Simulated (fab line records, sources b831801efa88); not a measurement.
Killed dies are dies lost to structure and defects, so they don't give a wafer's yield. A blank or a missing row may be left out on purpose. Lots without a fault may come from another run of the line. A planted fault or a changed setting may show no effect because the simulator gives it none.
A struck lot beside a sound one | flow sfq_line | 15 steps out of a route of 325
Sound: wafers L194.2, L194.3, L194.4. Struck: wafers L203.1, L203.3, L203.5. The cause comes at the end.
At each step with rows: each side's tool, then ch and its chambers, then its first start. Under that, the readings that differ: sound wafers | struck wafers | difference of the means | sigmas: that difference in standard deviations of wafers without a fault.
alike: readings whose means differ by less than 2 such deviations, and words and numbers that are the same on both sides. not compared: withheld readings, readings that some wafer has no value for, bounds like >300 that may hide the same value, and numbers for which the record gives no deviation and whose values overlap.
The two part at a step that has a row with sigmas, a row that says differs or no value, or rows on one side only. Numbers that don't overlap but have no deviation are shown without sigmas and don't part them. A reading that every wafer of one side lacks parts them only if that side has two wafers or more.

first, 1 step without rows for these wafers: SFQ_TRILAYER_M3_STRIP_SOLV_CLEAN_080 (cleans in NMP, time 600 s).
SFQ_TRILAYER_I3_DEP_PECVD_081: deposits SiO2 from SiH4/N2O, time 111.11 s, target thk 500 nm.
  sound on pecvd-04 ch 0,1, day 30 01:08; struck on pecvd-01 ch 0,2, day 34 08:49
  alike: heater_power_outer_w, heater_power_w, throttle_valve_pct
SFQ_TRILAYER_I3_CMP_CMP_082: polishes SiO2.
  sound on cmp-02 ch 0,1,2, day 30 07:40; struck on cmp-02 ch 1,2,3, day 34 17:10
  alike: motor_current_A, time_to_endpoint_s
SFQ_I3_BOW_MEAS_922:
  sound on film_metro-01, day 30 10:11; struck on film_metro-02, day 34 19:10
  alike: I3_BOW
SFQ_TRILAYER_I3_METRO_MEASURE_083:
  sound on film_metro-01, day 30 10:29; struck on film_metro-02, day 34 19:17
  alike: thk_nm
then, 6 steps without rows for these wafers: SFQ_TRILAYER_I3_VIA_LITHO_COAT_090 (resist thk 62 nm); SFQ_TRILAYER_I3_VIA_LITHO_COAT_085 (resist thk 650 nm); SFQ_TRILAYER_I3_VIA_LITHO_SOFTBAKE_089; SFQ_TRILAYER_I3_VIA_LITHO_EXPOSE_086 (exposes mask I3, target cd 500 nm); SFQ_TRILAYER_I3_VIA_LITHO_PEB_088 (peb time 60 s); SFQ_TRILAYER_I3_VIA_LITHO_DEVELOP_087 (time 60 s).
-- the record jumps here: 7 days lie between the struck wafers' starts before and after --
SFQ_I3_OVL_MEAS_923:
  sound on overlay-01, day 36 03:53; struck on overlay-01, day 41 09:25
  alike: I3_OVL
SFQ_TRILAYER_I3_VIA_BARC_OPEN_VIA_ETCH_121: etches BARC in O2, target depth 125 nm, time 41.7 s.
  sound on rie_diel-03 ch 1,2,3, day 36 03:55; struck on rie_diel-03 ch 1,3, day 41 09:27
  reading                                                 | sound             | struck            | difference | sigmas
  oes_product_au (a.u.)                                   | 0.690 0.684 0.687 | 0.815 0.822 0.821 | +0.132     | +28
  run_length_s (s)                                        | 71.0 69.8 70.4    | 60.8 61.5 60.7    | -9.4       | -25
  time_s (s)                                              | 41.7 41.7 41.7    | 29.19 29.19 29.19 | -12.51     |
  model.KrF_of_TRILAYER_I3_VIA_LITHO_COAT_085.thk_nm (nm) | 571.3 573.7 573.8 | 589.4 588 587.5   | +15.4      |
  alike: drypump_motor_current_A
  not compared: rf_hours_counter_h
SFQ_TRILAYER_I3_VIA_ETCH_VIA_ETCH_088: etches SiO2 in CHF3, stops on Nb, target depth 260 nm.
  sound on rie_diel-03 ch 1,2,3, day 36 03:58; struck on rie_diel-03 ch 1,3, day 41 09:29
  reading                                                 | sound             | struck            | difference | sigmas
  model.KrF_of_TRILAYER_I3_VIA_LITHO_COAT_085.thk_nm (nm) | 525.5 528.7 528.3 | 543.5 542.7 541.5 | +15.1      |
  alike: drypump_motor_current_A, oes_product_au
SFQ_TRILAYER_I3_VIA_STRIP_STRIP_089: strips in O2.
  sound on rie_metal-03 ch 0,1, day 36 04:05; struck on rie_metal-01 ch 1, day 41 09:36
  reading               | sound             | struck            | difference | sigmas
  oes_product_au (a.u.) | 0.998 1.002 1.002 | 0.973 0.981 0.974 | -0.025     | -2
  alike: drypump_motor_current_A
  not compared: rf_hours_counter_h

WHERE THEY PART
First at SFQ_TRILAYER_I3_VIA_BARC_OPEN_VIA_ETCH_121; last, within this record, at SFQ_TRILAYER_I3_VIA_STRIP_STRIP_089.

WHY: what the simulator had put in
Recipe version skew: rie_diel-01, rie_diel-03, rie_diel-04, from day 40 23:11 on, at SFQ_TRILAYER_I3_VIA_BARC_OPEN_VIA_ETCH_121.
